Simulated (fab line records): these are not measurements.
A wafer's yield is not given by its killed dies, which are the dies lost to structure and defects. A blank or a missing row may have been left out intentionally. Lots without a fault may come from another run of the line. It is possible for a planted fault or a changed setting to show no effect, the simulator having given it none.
fab line records -- flow sky130
record lots=5, wafers=15, last-day=49
route steps=708 shown VIA1@473 METAL2@483 PAD_OPEN@708
lots with no fault: from the same line, run without faults
start-h: the number of hours between the record's first day and the start of the first shown wafer of the lot -- wait-h: hours elapsed since this lot's preceding step -- " as in the row above -- L1.1+2: a row that stands for several wafers -- - either no value or no given start -- * or withheld: withheld -- < > ~ a bound
route shown NAME@n: names a module that has steps shown in the file, with the first one's number in the route -- usual: mean/standard deviation of fault-free wafers -- same: alike in all rows -- chamber/n: place in a boat -- sites: readings site by site -- _std_site: their standard deviation -- _edge_site: inner sites' mean taken away from outer sites' mean -- radius-mm: how far each site lies from the wafer's centre -- mask NAME#n: copy n -- behind: tool/chamber where the wafer was last shaped -- hold: cause of the lot's hold/its duration in hours/its outcome -- device: which transistor (n, p or np) failed to switch -- end of line: the tests these same wafers got at the end of their route -- a step without rows: its recipe alone -- killed: count of dies lost to structure and defects at first sort (not the wafer's yield) -- map: a wafer's dies, x killed, . not, _ none there
set.NAME: setting as actually run; set.NAME@STEP: the setting as run at that earlier step -- model.NAME: the simulator's own value behind a step, which no gauge read
lots at some steps of the route; a table a step, a row a wafer
services: when a tool's chamber went out of use (start-h, in hours from the record's first day, below 0 if earlier), for how many hours, and the reason
## steps
# step SKY_VIA1_ETCH_15
# recipe target=SiO2, chemistry=C4F8/O2/Ar, target-depth-nm=351, stop-on=TiN, mask-material=KrF-thick, source-w=1500, bias-w=1200, pressure-mtorr=40, c4f8-flow-sccm=withheld, O2_flow_sccm=6, Ar_flow_sccm=300, time-s=54
# step SKY_VIA1_STRIP_16
# recipe chemistry=O2/N2, power-w=1400, pressure-mtorr=1500, platen-temp-c=withheld, o2-flow-sccm=3000, n2-flow-sccm=300, overash-fraction=0.5
# step SKY_VIA1_STRIP_17
# recipe chemistry=post-etch-residue-remover, time-s=1200, temp-c=72.5
# step SKY_VIA1_CLEAN_18
# recipe chemistry=IPA, time-s=180, temp-c=25
# step SKY_VIA1_CLEAN_19
# recipe chemistry=O3/DIW, dry=n2-spin
# step SKY_VIA1_SPUTTER_20
# recipe material=TiN, target-thk-nm=20, chamber-pressure-pa=5, power-w=4000, time-s=80
# usual throttle-valve-pct=30.2/0.98
lot.wafer,tool,chamber,start-h,wait-h,throttle-valve-pct
L314.1,pvd-sputter-04,-,800.80,0.0,29.7
L314.4,pvd-sputter-04,-,800.80,0.0,29.5
L314.5,pvd-sputter-04,-,800.80,0.0,29.4
L320.1,pvd-sputter-04,-,841.05,0.0,29.7
L320.2,pvd-sputter-04,-,841.05,0.0,30.4
L320.3,pvd-sputter-04,-,841.05,0.0,29.7
L330.3,pvd-sputter-04,-,916.11,0.0,30.0
L330.5,pvd-sputter-04,-,916.11,0.0,30.1
L330.6,pvd-sputter-04,-,916.11,0.0,29.8
L333.2,pvd-sputter-01,-,932.91,0.0,29.2
L333.3,pvd-sputter-01,-,932.91,0.0,31.4
L333.4,pvd-sputter-01,-,932.91,0.0,29.7
L334.3,pvd-sputter-01,-,945.46,0.0,29.8
L334.4,pvd-sputter-01,-,945.46,0.0,28.7
L334.5,pvd-sputter-01,-,945.46,0.0,29.0
# step SKY_VIA1_CVD_21
# recipe material=W, target-thk-nm=270, time-s=80.902, temp-c=400, pressure-torr=40
# usual heater-power-w=891/83
lot.wafer,tool,chamber,start-h,wait-h,heater-power-w
L314.1,cvd-w-01,1,800.86,0.0,1007
L314.4,cvd-w-01,1,800.86,0.0,1018
L314.5,cvd-w-01,1,800.86,0.0,1011
L320.1,cvd-w-01,1,841.11,0.0,1015
L320.2,cvd-w-01,0,841.11,0.0,843
L320.3,cvd-w-01,0,841.11,0.0,850
L330.3,cvd-w-01,0,916.20,0.1,824
L330.5,cvd-w-01,1,916.20,0.1,1015
L330.6,cvd-w-01,0,916.20,0.1,844
L333.2,cvd-w-01,0,932.97,0.0,837
L333.3,cvd-w-01,1,932.97,0.0,983
L333.4,cvd-w-01,0,932.97,0.0,831
L334.3,cvd-w-02,0,945.55,0.1,840
L334.4,cvd-w-02,1,945.55,0.1,842
L334.5,cvd-w-02,1,945.55,0.1,875
# step SKY_VIA1_RS_MEAS_22
# recipe thk-meas-gauge=four-point-probe, reads=W_of_VIA1_CVD_21+TiN_of_VIA1_SPUTTER_20
# usual VIA1_W_RS=0.429/0.0042
lot.wafer,tool,chamber,start-h,wait-h,VIA1_W_RS[ohm/sq]
L314.1,film-metro-02,-,800.95,0.1,0.433
L314.4,film-metro-02,-,800.95,0.1,0.432
L314.5,film-metro-02,-,800.95,0.1,0.429
L320.1,film-metro-03,-,841.20,0.1,0.431
L320.2,film-metro-03,-,841.20,0.1,0.435
L320.3,film-metro-03,-,841.20,0.1,0.435
L330.3,film-metro-02,-,916.31,0.1,0.428
L330.5,film-metro-02,-,916.31,0.1,0.432
L330.6,film-metro-02,-,916.31,0.1,0.430
L333.2,film-metro-01,-,933.08,0.1,0.435
L333.3,film-metro-01,-,933.08,0.1,0.430
L333.4,film-metro-01,-,933.08,0.1,0.433
L334.3,film-metro-01,-,945.65,0.1,0.425
L334.4,film-metro-01,-,945.65,0.1,0.418
L334.5,film-metro-01,-,945.65,0.1,0.421
# step SKY_VIA1_THK_MEAS_23
# recipe thk-meas-gauge=xrf, reads=W_of_VIA1_CVD_21
# usual VIA1_W_THK=260/4.1
lot.wafer,tool,chamber,start-h,wait-h,VIA1_W_THK[nm]
L314.1,film-metro-02,-,801.07,0.1,256
L314.4,film-metro-02,-,801.07,0.1,255
L314.5,film-metro-02,-,801.07,0.1,257
L320.1,film-metro-03,-,841.32,0.1,260
L320.2,film-metro-03,-,841.32,0.1,255
L320.3,film-metro-03,-,841.32,0.1,258
L330.3,film-metro-02,-,916.41,0.1,259
L330.5,film-metro-02,-,916.41,0.1,256
L330.6,film-metro-02,-,916.41,0.1,258
L333.2,film-metro-01,-,933.19,0.1,260
L333.3,film-metro-01,-,933.19,0.1,263
L333.4,film-metro-01,-,933.19,0.1,263
L334.3,film-metro-01,-,945.75,0.1,267
L334.4,film-metro-01,-,945.75,0.1,271
L334.5,film-metro-01,-,945.75,0.1,268
# step SKY_VIA1_CMP_24
# recipe stop-on=SiO2, t-overpolish-s=15, down-force-psi=3.5, platen-rpm=60, target-thk-nm=0, pad-velocity-m-s=0.94248
# step SKY_METAL2_SPUTTER_00
# recipe material=Ti, target-thk-nm=15, power-w=3000, time-s=10, chamber-pressure-pa=0.4
# step SKY_METAL2_SPUTTER_01
# recipe material=TiN, target-thk-nm=20, power-w=6500, time-s=16.7, chamber-pressure-pa=0.4
# step SKY_METAL2_SPUTTER_02
# recipe material=AlCu, target-thk-nm=250, power-w=10600, time-s=13.3, chamber-pressure-pa=0.4
# usual throttle-valve-pct=30.5/0.87
lot.wafer,tool,chamber,start-h,wait-h,throttle-valve-pct,model.AlCu_of_METAL2_SPUTTER_02.thk-nm
L314.1,pvd-sputter-02,-,801.48,0.0,30.2,251.4
L314.4,pvd-sputter-02,-,801.48,0.0,30.7,251.7
L314.5,pvd-sputter-02,-,801.48,0.0,31.1,250.5
L320.1,pvd-sputter-03,-,841.73,0.0,32.0,246.5
L320.2,pvd-sputter-03,-,841.73,0.0,29.0,172
L320.3,pvd-sputter-03,-,841.73,0.0,30.1,169.3
L330.3,pvd-sputter-03,-,916.98,0.0,32.1,249.7
L330.5,pvd-sputter-03,-,916.98,0.0,29.0,250.6
L330.6,pvd-sputter-03,-,916.98,0.0,30.0,247.1
L333.2,pvd-sputter-02,-,933.59,0.0,30.3,250.7
L333.3,pvd-sputter-02,-,933.59,0.0,31.0,247.7
L333.4,pvd-sputter-02,-,933.59,0.0,30.3,246.4
L334.3,pvd-sputter-04,-,946.14,0.0,30.7,252.9
L334.4,pvd-sputter-04,-,946.14,0.0,29.9,253
L334.5,pvd-sputter-04,-,946.14,0.0,30.1,252.6
# step SKY_METAL2_SPUTTER_03
# recipe material=Ti, target-thk-nm=5, power-w=3000, time-s=3.3, chamber-pressure-pa=0.4
# usual throttle-valve-pct=30.5/0.9
lot.wafer,tool,chamber,start-h,wait-h,throttle-valve-pct
L314.1,pvd-sputter-02,-,801.51,0.0,30.4
L314.4,pvd-sputter-02,-,801.51,0.0,31.1
L314.5,pvd-sputter-02,-,801.51,0.0,30.9
L320.1,pvd-sputter-03,-,841.76,0.0,32.0
L320.2,pvd-sputter-03,-,841.76,0.0,28.8
L320.3,pvd-sputter-03,-,841.76,0.0,30.0
L330.3,pvd-sputter-03,-,917.01,0.0,32.1
L330.5,pvd-sputter-03,-,917.01,0.0,29.0
L330.6,pvd-sputter-03,-,917.01,0.0,30.1
L333.2,pvd-sputter-02,-,933.61,0.0,30.1
L333.3,pvd-sputter-02,-,933.61,0.0,31.1
L333.4,pvd-sputter-02,-,933.61,0.0,30.7
L334.3,pvd-sputter-04,-,946.16,0.0,30.7
L334.4,pvd-sputter-04,-,946.16,0.0,29.6
L334.5,pvd-sputter-04,-,946.16,0.0,30.0
# step SKY_METAL2_SPUTTER_04
# recipe material=TiN, target-thk-nm=70, power-w=6500, time-s=58.3, chamber-pressure-pa=0.4
# step SKY_METAL2_RS_MEAS_05
# recipe thk-meas-gauge=four-point-probe, reads=TiN_of_METAL2_SPUTTER_04+Ti_of_METAL2_SPUTTER_03+AlCu_of_METAL2_SPUTTER_02+TiN_of_METAL2_SPUTTER_01+Ti_of_METAL2_SPUTTER_00
# usual METAL2_ALCU_RS=0.1271/0.0014
lot.wafer,tool,chamber,start-h,wait-h,METAL2_ALCU_RS[ohm/sq]
L314.1,film-metro-03,-,801.57,0.0,0.1262
L314.4,film-metro-03,-,801.57,0.0,0.1265
L314.5,film-metro-03,-,801.57,0.0,0.1264
L320.1,film-metro-04,-,841.82,0.0,0.1286
L320.2,film-metro-04,-,841.82,0.0,0.1873
L320.3,film-metro-04,-,841.82,0.0,0.1901
L330.3,film-metro-04,-,917.11,0.1,0.1269
L330.5,film-metro-04,-,917.11,0.1,0.1266
L330.6,film-metro-04,-,917.11,0.1,0.1283
L333.2,film-metro-01,-,933.70,0.0,0.1266
L333.3,film-metro-01,-,933.70,0.0,0.1282
L333.4,film-metro-01,-,933.70,0.0,0.1287
L334.3,film-metro-01,-,946.27,0.1,0.1253
L334.4,film-metro-01,-,946.27,0.1,0.1254
L334.5,film-metro-01,-,946.27,0.1,0.1253
# step SKY_METAL2_THK_MEAS_06
# recipe thk-meas-gauge=xrf, reads=AlCu_of_METAL2_SPUTTER_02
# usual METAL2_ALCU_THK=251/3
lot.wafer,tool,chamber,start-h,wait-h,METAL2_ALCU_THK[nm]
L314.1,film-metro-03,-,801.69,0.1,251
L314.4,film-metro-03,-,801.69,0.1,254
L314.5,film-metro-03,-,801.69,0.1,252
L320.1,film-metro-04,-,841.94,0.1,248
L320.2,film-metro-04,-,841.94,0.1,173
L320.3,film-metro-04,-,841.94,0.1,172
L330.3,film-metro-04,-,917.21,0.1,252
L330.5,film-metro-04,-,917.21,0.1,253
L330.6,film-metro-04,-,917.21,0.1,248
L333.2,film-metro-01,-,933.81,0.1,252
L333.3,film-metro-01,-,933.81,0.1,249
L333.4,film-metro-01,-,933.81,0.1,248
L334.3,film-metro-01,-,946.37,0.1,255
L334.4,film-metro-01,-,946.37,0.1,257
L334.5,film-metro-01,-,946.37,0.1,253
# step SKY_METAL2_DEHYDRATE_07
# recipe temp-c=200, time-s=60
# step SKY_METAL2_HMDS_08
# recipe prime-time-s=60, prime-temp-c=120
# step SKY_METAL2_COAT_09
# recipe resist=BARC, temp-c=withheld, time-s=withheld, spin-rpm=3000, resist-thk-nm=60
# step SKY_METAL2_COAT_10
# recipe resist=KrF-thick, spin-rpm=3000, resist-thk-nm=450
# step SKY_METAL2_SOFTBAKE_11
# recipe temp-c=100, time-s=90, resist=KrF-thick
# step SKY_METAL2_EXPOSE_12
# recipe mask-id=MM2, na=0.8, source-shape=annular, sigma-inner=0.55, sigma-outer=0.85, target-cd-nm=140, dose-mj=28
# step SKY_METAL2_PEB_13
# recipe peb-temp-c=withheld, peb-time-s=withheld, resist=KrF-thick
# step SKY_METAL2_DEVELOP_14
# recipe develop-time-s=60, resist=KrF-thick, dev-temp-c=21
# step SKY_METAL2_CD_MEAS_15
# recipe target-cd-nm=140
# usual cd-nm=139.8/1.7
lot.wafer,tool,chamber,start-h,wait-h,cd-nm
L314.1,cd-sem-01,-,827.90,-,142.0
L314.4,cd-sem-01,-,827.90,-,141.5
L314.5,cd-sem-01,-,827.90,-,140.6
L320.1,cd-sem-02,-,867.77,-,138.2
L320.2,cd-sem-02,-,867.77,-,137.0
L320.3,cd-sem-02,-,867.77,-,138.6
L330.3,cd-sem-01,-,941.06,-,141.5
L330.5,cd-sem-01,-,941.06,-,142.5
L330.6,cd-sem-01,-,941.06,-,140.2
L333.2,cd-sem-02,-,957.92,-,141.2
L333.3,cd-sem-02,-,957.92,-,141.2
L333.4,cd-sem-02,-,957.92,-,141.1
L334.3,cd-sem-01,-,969.91,-,140.6
L334.4,cd-sem-01,-,969.91,-,140.9
L334.5,cd-sem-01,-,969.91,-,141.4
# step SKY_METAL2_OVL_MEAS_16
# usual METAL2_OVL=4/5
lot.wafer,tool,chamber,start-h,wait-h,METAL2_OVL[nm]
L314.1,overlay-01,-,828.02,0.1,-3
L314.4,overlay-01,-,828.02,0.1,0
L314.5,overlay-01,-,828.02,0.1,1
L320.1,overlay-02,-,867.89,0.1,5
L320.2,overlay-02,-,867.89,0.1,4
L320.3,overlay-02,-,867.89,0.1,3
L330.3,overlay-02,-,941.15,0.1,10
L330.5,overlay-02,-,941.15,0.1,8
L330.6,overlay-02,-,941.15,0.1,11
L333.2,overlay-02,-,958.02,0.1,7
L333.3,overlay-02,-,958.02,0.1,4
L333.4,overlay-02,-,958.02,0.1,8
L334.3,overlay-01,-,970.00,0.1,1
L334.4,overlay-01,-,970.00,0.1,-3
L334.5,overlay-01,-,970.00,0.1,4
# step SKY_METAL2_DESCUM_17
# recipe chemistry=O2, source-power-w=150, bias-power-w=0, pressure-mtorr=10, temp-c=40, time-s=8
# step SKY_METAL2_ETCH_18
# recipe chemistry=N2/H2, target=BARC, ion-energy-ev=200, bias-w=100, pressure-mtorr=30, n2-flow-sccm=100, h2-flow-sccm=200, icp-w=500, stop-on=SiO2, time-s=45.9, target-depth-a=600
# usual drypump-motor-current-A=5.7/0.5, oes-product-au=0.854/0.0049, throttle-valve-pct=13.224/0.009
lot.wafer,tool,chamber,start-h,wait-h,drypump-motor-current-A,oes-product-au,rf-hours-counter-h,throttle-valve-pct
L314.1,rie-metal-03,0,828.09,0.0,4.9,0.850,9,13.231
L314.4,rie-metal-03,0,828.09,0.0,4.9,0.858,-,13.223
L314.5,rie-metal-03,0,828.09,0.0,4.9,0.863,-,13.225
L320.1,rie-metal-01,0,867.96,0.0,6.2,0.857,15,13.218
L320.2,rie-metal-01,1,867.96,0.0,5.1,0.853,7,13.213
L320.3,rie-metal-01,1,867.96,0.0,5.1,0.856,-,13.245
L330.3,rie-metal-02,0,941.23,0.0,5.8,0.855,-,13.214
L330.5,rie-metal-02,1,941.23,0.0,6.3,0.855,-,13.230
L330.6,rie-metal-02,0,941.23,0.0,5.8,0.857,-,13.222
L333.2,rie-metal-03,0,958.09,0.0,4.9,0.853,16,13.214
L333.3,rie-metal-03,1,958.09,0.0,5.5,0.867,-,13.228
L333.4,rie-metal-03,0,958.09,0.0,5.0,0.849,-,13.223
L334.3,rie-metal-01,0,970.08,0.0,6.2,0.860,-,13.216
L334.4,rie-metal-01,1,970.08,0.0,5.1,0.854,-,13.238
L334.5,rie-metal-01,0,970.08,0.0,6.2,0.862,-,13.228
# step SKY_METAL2_METAL_ETCH_19
# recipe target-depth-a=3600, stop-on=SiO2, over-etch-frac=0.3, time-s=78, chemistry=Cl2/BCl3, resist-sidewall-deg=88, pressure-mtorr=10, icp-w=900, bias-w=48.5, Cl2_flow_sccm=60, bcl3-flow-sccm=30
# usual drypump-motor-current-A=5.7/0.5, oes-product-au=0.854/0.0055, throttle-valve-pct=22.265/0.0092
lot.wafer,tool,chamber,start-h,wait-h,drypump-motor-current-A,oes-product-au,rf-hours-counter-h,throttle-valve-pct
L314.1,rie-metal-03,0,828.15,0.0,4.9,0.858,9,22.249
L314.4,rie-metal-03,0,828.15,0.0,4.9,0.855,-,22.284
L314.5,rie-metal-03,0,828.15,0.0,4.9,0.850,-,22.272
L320.1,rie-metal-01,0,868.02,0.0,6.2,0.845,15,22.279
L320.2,rie-metal-01,1,868.02,0.0,5.1,0.776,7,22.283
L320.3,rie-metal-01,1,868.02,0.0,5.1,0.772,-,22.268
L330.3,rie-metal-02,0,941.30,0.1,5.8,0.863,-,22.268
L330.5,rie-metal-02,1,941.30,0.1,6.2,0.855,-,22.278
L330.6,rie-metal-02,0,941.30,0.1,5.8,0.848,-,22.261
L333.2,rie-metal-03,0,958.15,0.0,4.9,0.857,16,22.253
L333.3,rie-metal-03,1,958.15,0.0,5.5,0.855,-,22.267
L333.4,rie-metal-03,0,958.15,0.0,4.9,0.855,-,22.265
L334.3,rie-metal-01,0,970.15,0.1,6.2,0.868,-,22.265
L334.4,rie-metal-01,1,970.15,0.1,5.1,0.863,-,22.278
L334.5,rie-metal-01,0,970.15,0.1,6.2,0.857,-,22.271
# step SKY_METAL2_STRIP_20
# recipe chemistry=O2/N2, power-w=1400, pressure-mtorr=1500, platen-temp-c=withheld, o2-flow-sccm=3000, n2-flow-sccm=300, overash-fraction=0.5
# usual drypump-motor-current-A=5.6/0.42, oes-product-au=0.342/0.0041, strip-time-to-endpoint-s=2.680/0.026
lot.wafer,tool,chamber,start-h,wait-h,drypump-motor-current-A,oes-product-au,rf-hours-counter-h,strip-time-to-endpoint-s
L314.1,plasma-asher-01,1,828.24,0.1,5.4,0.335,43,2.659
L314.4,plasma-asher-01,1,828.24,0.1,5.4,0.346,-,2.677
L314.5,plasma-asher-01,0,828.24,0.1,4.8,0.339,-,2.639
L320.1,plasma-asher-01,0,868.11,0.1,4.8,0.342,48,2.682
L320.2,plasma-asher-01,1,868.11,0.1,5.4,0.347,48,2.657
L320.3,plasma-asher-01,0,868.11,0.1,4.8,0.335,-,2.643
L330.3,plasma-asher-03,0,941.40,0.1,6.0,0.343,-,2.638
L330.5,plasma-asher-03,1,941.40,0.1,5.8,0.345,-,2.661
L330.6,plasma-asher-03,0,941.40,0.1,6.0,0.335,-,2.628
L333.2,plasma-asher-03,1,958.24,0.1,5.9,0.338,23,2.647
L333.3,plasma-asher-03,0,958.24,0.1,6.0,0.340,-,2.680
L333.4,plasma-asher-03,1,958.24,0.1,5.9,0.339,-,2.638
L334.3,plasma-asher-02,1,970.25,0.1,5.7,0.343,-,2.740
L334.4,plasma-asher-02,0,970.25,0.1,5.6,0.345,-,2.716
L334.5,plasma-asher-02,0,970.25,0.1,5.6,0.341,-,2.710
# step SKY_PAD_OPEN_PROBE_99
# usual defect-limited-yield=82.4/2, killed_at_M0_to_M3=44/6.8, killed_at_M4_up=3.4/2, killed-at-contacts=24/5.2, killed-at-front-end=15/5.2, killed-at-other=0.2/0.46, killed-dies=87/9.8, killed-open=47/7.5, killed-short=39/6.8, sort_bin_3_pad_short=0.8/0.37, sort_bin_5_function=10.5/1.5, sort_bin_6_memory=6.3/1.2, sort-n-pass=405/9.8, sort-yield-pct=82.4/2
# same gross-dies=492, killed-at-back-side=0, sort_bin_4_leakage[%]=0, sort_bin_8_speed[%]=0
lot.wafer,tool,chamber,start-h,wait-h,defect-limited-yield[%],killed_at_M0_to_M3,killed_at_M4_up,killed-at-contacts,killed-at-front-end,killed-at-other,killed-dies,killed-open,killed-short,sort_bin_3_pad_short[%],sort_bin_5_function[%],sort_bin_6_memory[%],sort-n-pass,sort-yield-pct[%],model.etest.met2.line-ohm-um,model.etest.met2.rs-ohm-sq
L314.1,prober-02,-,1081.30,0.1,79.7,52,4,24,20,0,100,52,48,1.2,13.2,5.9,392,79.7,0.8903,0.1263
L314.4,prober-02,-,1081.45,0.2,82.3,43,3,22,18,1,87,46,41,1.0,10.4,6.3,405,82.3,0.8831,0.1276
L314.5,prober-02,-,1081.50,0.2,84.1,40,2,24,11,1,78,42,36,1.2,10.4,4.3,414,84.1,0.9002,0.1275
L320.1,prober-02,-,1113.34,0.1,84.1,40,4,22,12,0,78,48,30,0.8,9.8,5.3,414,84.1,0.9689,0.1311
L320.2,prober-02,-,1113.39,0.1,86.2,31,8,22,7,0,68,32,36,0.8,8.3,4.7,424,86.2,1.374,0.19
L320.3,prober-02,-,1113.44,0.2,83.3,42,5,21,14,0,82,40,42,0.8,10.2,5.7,410,83.3,1.476,0.1935
L330.3,prober-02,-,1165.97,0.2,86.4,41,7,12,6,1,67,32,35,0.4,9.1,4.1,425,86.4,0.8826,0.1271
L330.5,prober-02,-,1166.07,0.2,83.5,45,2,24,10,0,81,41,40,0.8,9.3,6.3,411,83.5,0.9001,0.1274
L330.6,prober-02,-,1166.12,0.2,85.8,43,2,18,7,0,70,33,37,1.2,9.1,3.9,422,85.8,0.9526,0.1305
L333.2,prober-01,-,1180.79,0.1,83.5,42,3,28,8,0,81,42,39,0.8,10.4,5.3,411,83.5,0.8852,0.1277
L333.3,prober-01,-,1180.84,0.2,81.5,48,1,28,14,0,91,40,51,0.6,11.8,6.1,401,81.5,0.9031,0.128
L333.4,prober-01,-,1180.89,0.2,82.9,39,1,28,16,0,84,50,34,0.8,10.0,6.3,408,82.9,0.9248,0.1312
L334.3,prober-02,-,1186.67,0.2,81.7,48,4,25,12,1,90,42,48,0.6,11.0,6.7,402,81.7,0.8987,0.1258
L334.4,prober-02,-,1186.72,0.2,85.0,42,5,17,10,0,74,31,43,0.8,8.5,5.7,418,85.0,0.9028,0.1271
L334.5,prober-02,-,1186.77,0.2,81.1,45,2,26,20,0,93,58,35,1.2,11.2,6.5,399,81.1,0.8938,0.1274
# killed by level:class
L314.1 VIA2:geometric-particle:open=10 CONTACT:geometric-particle:open=9 METAL1:geometric-particle:short=8 VIA1:geometric-particle:open=8 FIELD_ISO:geometric-particle:short=5 VIA1:geometric-particle:short=5 METAL2:geometric-particle:short=5 VIA3:geometric-particle:open=5
L314.4 VIA1:geometric-particle:open=14 LOCAL_INTERCONNECT:geometric-particle:short=7 POLY_GATE:geometric-particle:short=6 LI_CONTACT:geometric-particle:open=6 VIA3:geometric-particle:open=6 CONTACT:geometric-particle:open=5 VIA2:geometric-particle:open=5 VIA3:geometric-particle:short=5
L314.5 VIA1:geometric-particle:open=11 CONTACT:geometric-particle:open=10 LOCAL_INTERCONNECT:geometric-particle:short=8 VIA2:geometric-particle:open=7 VIA3:geometric-particle:open=5 FIELD_ISO:geometric-particle:short=4 LI_CONTACT:geometric-particle:open=4 METAL1:geometric-particle:short=4
L320.1 VIA3:geometric-particle:open=11 CONTACT:geometric-particle:open=10 FIELD_ISO:geometric-particle:open=6 VIA2:geometric-particle:open=6 LI_CONTACT:geometric-particle:open=5 CONTACT:geometric-particle:short=5 VIA1:geometric-particle:open=5 VIA3:geometric-particle:short=4
L320.2 VIA2:geometric-particle:open=9 CONTACT:geometric-particle:open=8 LI_CONTACT:geometric-particle:open=6 VIA1:geometric-particle:short=6 METAL2:geometric-particle:short=5 METAL1:geometric-particle:short=4 METAL4:geometric-particle:short=4 METAL4:geometric-particle:open=4
L320.3 METAL2:geometric-particle:short=11 CONTACT:geometric-particle:open=9 VIA1:geometric-particle:open=8 FIELD_ISO:geometric-particle:short=5 VIA3:geometric-particle:open=5 FIELD_ISO:geometric-particle:open=4 LI_CONTACT:geometric-particle:open=4 LOCAL_INTERCONNECT:geometric-particle:short=4
L330.3 VIA1:geometric-particle:open=11 VIA1:geometric-particle:short=10 VIA3:geometric-particle:open=5 CONTACT:geometric-particle:short=4 LI_CONTACT:geometric-particle:open=4 METAL1:geometric-particle:short=4 VIA2:geometric-particle:open=4 METAL4:geometric-particle:short=4
L330.5 CONTACT:geometric-particle:open=12 VIA1:geometric-particle:short=9 VIA1:geometric-particle:open=8 METAL1:geometric-particle:short=7 METAL2:geometric-particle:short=6 VIA3:geometric-particle:open=6 FIELD_ISO:geometric-particle:short=3 LI_CONTACT:geometric-particle:open=3
L330.6 CONTACT:geometric-particle:open=9 VIA1:geometric-particle:short=8 VIA1:geometric-particle:open=8 METAL1:geometric-particle:short=7 VIA3:geometric-particle:open=5 VIA2:geometric-particle:short=4 METAL3:geometric-particle:short=4 LI_CONTACT:geometric-particle:open=3
L333.2 CONTACT:geometric-particle:open=16 METAL1:geometric-particle:short=8 VIA1:geometric-particle:open=7 METAL2:geometric-particle:short=6 VIA2:geometric-particle:open=5 LI_CONTACT:geometric-particle:open=4 VIA1:geometric-particle:short=4 VIA3:geometric-particle:open=4
L333.3 VIA1:geometric-particle:open=12 METAL1:geometric-particle:short=10 LI_CONTACT:geometric-particle:open=7 METAL2:geometric-particle:short=7 CONTACT:geometric-particle:open=6 LOCAL_INTERCONNECT:geometric-particle:short=5 CONTACT:geometric-particle:short=5 FIELD_ISO:geometric-particle:short=4
L333.4 CONTACT:geometric-particle:open=11 VIA1:geometric-particle:open=9 LI_CONTACT:geometric-particle:open=8 VIA2:geometric-particle:open=8 VIA3:geometric-particle:open=6 FIELD_ISO:geometric-particle:open=4 METAL2:geometric-particle:short=4 FIELD_ISO:geometric-particle:short=3
L334.3 VIA1:geometric-particle:open=11 VIA1:geometric-particle:short=10 CONTACT:geometric-particle:open=6 LI_CONTACT:geometric-particle:open=5 VIA2:geometric-particle:open=5 LOCAL_INTERCONNECT:geometric-particle:short=5 CONTACT:geometric-particle:short=5 METAL1:geometric-particle:short=4
L334.4 METAL1:geometric-particle:short=11 VIA1:geometric-particle:open=10 CONTACT:geometric-particle:open=5 VIA1:geometric-particle:short=5 VIA3:geometric-particle:short=5 FIELD_ISO:geometric-particle:short=4 LI_CONTACT:geometric-particle:open=4 METAL2:geometric-particle:short=4
L334.5 VIA1:geometric-particle:open=17 LI_CONTACT:geometric-particle:open=9 FIELD_ISO:geometric-particle:open=8 CONTACT:geometric-particle:open=8 METAL1:geometric-particle:short=7 FIELD_ISO:geometric-particle:short=5 VIA2:geometric-particle:open=5 POLY_GATE:geometric-particle:short=4
## services
tool,chamber,start-h,hours,kind
pvd-sputter-01,-,804.35,1.4,repair
pvd-sputter-01,-,822.77,1.2,repair
rie-metal-03,1,837.73,7.1,repair
rie-metal-03,1,844.84,-,clean
rie-metal-03,1,844.84,16.2,scheduled-down
rie-metal-03,1,844.84,16.2,vent-cycle
plasma-asher-02,-,845.74,2.0,repair
plasma-asher-02,-,856.67,1.9,repair
rie-metal-02,1,857.43,2.4,repair
plasma-asher-02,-,859.21,14.6,pm
rie-metal-02,0,862.28,19.8,repair
pvd-sputter-02,-,871.06,7.5,repair
rie-metal-02,1,901.18,13.8,repair
cvd-w-02,-,904.00,14.0,pm
pvd-sputter-03,3,910.32,-,consumable-replace:kit
cvd-w-02,-,918.00,2.8,pm
pvd-sputter-04,-,929.41,5.0,repair
pvd-sputter-02,-,934.72,4.6,repair
plasma-asher-03,-,937.74,2.8,pm
pvd-sputter-03,-,938.87,11.2,repair
rie-metal-03,-,939.76,9.0,repair
rie-metal-01,-,944.82,4.3,pm
cvd-w-02,-,962.57,14.6,pm
rie-metal-01,-,970.23,0.5,repair
## key
first-sign step=SKY_METAL2_RS_MEAS_05, reading=METAL2_ALCU_RS, direction=up, sigmas=45, usual=0.1271, struck=0.1887
effect step=SKY_METAL2_THK_MEAS_06, reading=METAL2_ALCU_THK, direction=down, sigmas=26, usual=251, struck=172
effect step=SKY_METAL2_METAL_ETCH_19, reading=oes-product-au, direction=down, sigmas=15, usual=0.854, struck=0.774
model-effect step=SKY_METAL2_SPUTTER_02, value=AlCu_of_METAL2_SPUTTER_02.thk-nm, without=247.4, struck=170.7
model-effect step=SKY_PAD_OPEN_PROBE_99, value=etest.met2.line-ohm-um, without=0.9671, struck=1.425
met-at SKY_METAL2_SPUTTER_02
struck-wafers L320.2,L320.3
fault kind=process-parameter-drift, tool=pvd-sputter-03, chamber=-, onset-h=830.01, steps=SKY_METAL2_SPUTTER_02, channel=target-thk-nm, offset=-76.763, shape=step, end-h=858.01, scope=struck-wafers-only, acts-in=these-recipes-only, stated=250
